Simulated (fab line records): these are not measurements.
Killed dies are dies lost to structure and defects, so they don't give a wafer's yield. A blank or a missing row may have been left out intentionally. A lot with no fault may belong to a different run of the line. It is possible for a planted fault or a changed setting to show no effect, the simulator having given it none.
Comparing a struck lot with a sound one    flow sky130    14 out of 708 route steps
Sound: the wafers L806.1, L806.4, L806.5. The struck wafers were L817.1, L817.4, L817.6. At the end, the cause is stated.
Per side, at each step with rows, come the tool, then ch with its chambers, and then its first start. Under that, the readings that differ: sound wafers    struck wafers    difference of the means    sigmas: that difference in standard deviations of wafers without a fault.
alike: a reading whose means differ by less than 2 such deviations, as well as words and numbers matching on both sides. not compared: withheld readings; readings where some wafer has no value; bounds like >300 that might hide an equal value; numbers whose values overlap and for which the record gives no deviation.
Wherever a step has rows on one side only, a row that says differs or no value, or a row with sigmas, the two part there. Numbers that don't overlap but have no deviation are shown without sigmas and don't part them. Lack of a reading on every wafer of one side parts them only where that side has two or more wafers.

first, 5 steps without rows for these wafers: SKY_SD_N_COAT_02 (resist thk 1140 nm); SKY_SD_N_SOFTBAKE_03 (time 60 s); SKY_SD_N_EXPOSE_04 (exposes mask NSDM, target cd 380 nm); SKY_SD_N_PEB_05; SKY_SD_N_DEVELOP_06 (develop time 60 s).
SKY_SD_N_CD_MEAS_07 targets a cd of 380 nm.
  sound on cd-sem-02, day 31 05:01; struck on cd-sem-01, day 34 05:13
reading     sound              struck             difference  sigmas
cd-nm (nm)  382.8 383.1 379.9  375.1 374.8 376.0  -6.6        -3
SKY_SD_N_OVL_MEAS_08:
  sound on overlay-02, day 31 05:08; struck on overlay-01, day 34 05:20
reading        sound        struck          difference  sigmas
SD_N_OVL (nm)  0.3 0.7 1.0  -2.6 -1.9 -1.7  -2.7        -2
then, 2 steps without rows for these wafers: SKY_SD_N_IMPLANT_09; SKY_SD_N_IMPLANT_10.
SKY_SD_N_STRIP_11: strips in O2/N2.
  sound on plasma-asher-02 ch 0,1, day 31 05:28; struck on plasma-asher-04 ch 0,1, day 34 05:40
  alike: chamber-pressure-mTorr, drypump-motor-current-A, oes-product-au, strip-time-to-endpoint-s
  not compared: rf-hours-counter-h
SKY_SD_N_TW_MEAS_12:
  sound on film-metro-01, day 31 05:34; struck on film-metro-02, day 34 05:46
  alike: SD_N_TW
then, 1 step without rows for these wafers: SKY_SD_N_CLEAN_13 (cleans in SC1/SC2, time 150 s).
SKY_SD_N_RTA_14: time 2 s.
  sound on rtp-anneal-01 ch 0, day 31 05:41; struck on rtp-anneal-01 ch 0, day 34 06:07
  alike: lamp-power-pct, wafer_temp_C_max
-- here the record skips 16 days between the struck wafers' starts before and after, leaving off in module SD_N and picking up in module PAD_OPEN (first step shown: number 708 of the route) --
SKY_PAD_OPEN_PROBE_99:
  sound on prober-01, day 48 03:38; struck on prober-02, day 50 07:21
reading                                 sound              struck             difference  sigmas
killed_at_M4_up                         6 9 5              2 2 3              -4          -2
killed-at-contacts                      35 30 33           18 24 15           -14         -2
model.etest.res-xhigh-po.line-ohm-um    5840 5943 5816     4177 4160 4179     -1694       
model.etest.res-xhigh-po.rs-ohm-sq      2036 2109 2035     1464 1437 1466     -604        
model.etest.pfet_01v8.r-on-ohm-um       2942 2978 2983     2538 2481 2551     -444        
model.etest.res-pdiff.line-ohm-um       1360 1372 1371     1175 1156 1185     -196        
model.etest.pfet-g5v0d10v5.r-on-ohm-um  4703 4774 4765     4685 4574 4647     -112        
model.etest.res-high-po.line-ohm-um     760.3 774.6 764.1  624.4 623.8 609.6  -147.1      
model.etest.licon-high-po.rc-ohm        364.1 354.7 357.7  260.8 254.7 256.1  -101.6      
model.etest.res-ndiff.line-ohm-um       759.8 747.3 755.7  715.7 695.5 720.9  -43.6       
  alike: killed_at_M0_to_M3, killed-at-front-end, killed-at-other, killed-dies, killed-open, killed-short

== WHERE THEY PART ==
At SKY_SD_N_CD_MEAS_07 first; at SKY_PAD_OPEN_PROBE_99 last (within this record only).

WHY: the cause the simulator had injected
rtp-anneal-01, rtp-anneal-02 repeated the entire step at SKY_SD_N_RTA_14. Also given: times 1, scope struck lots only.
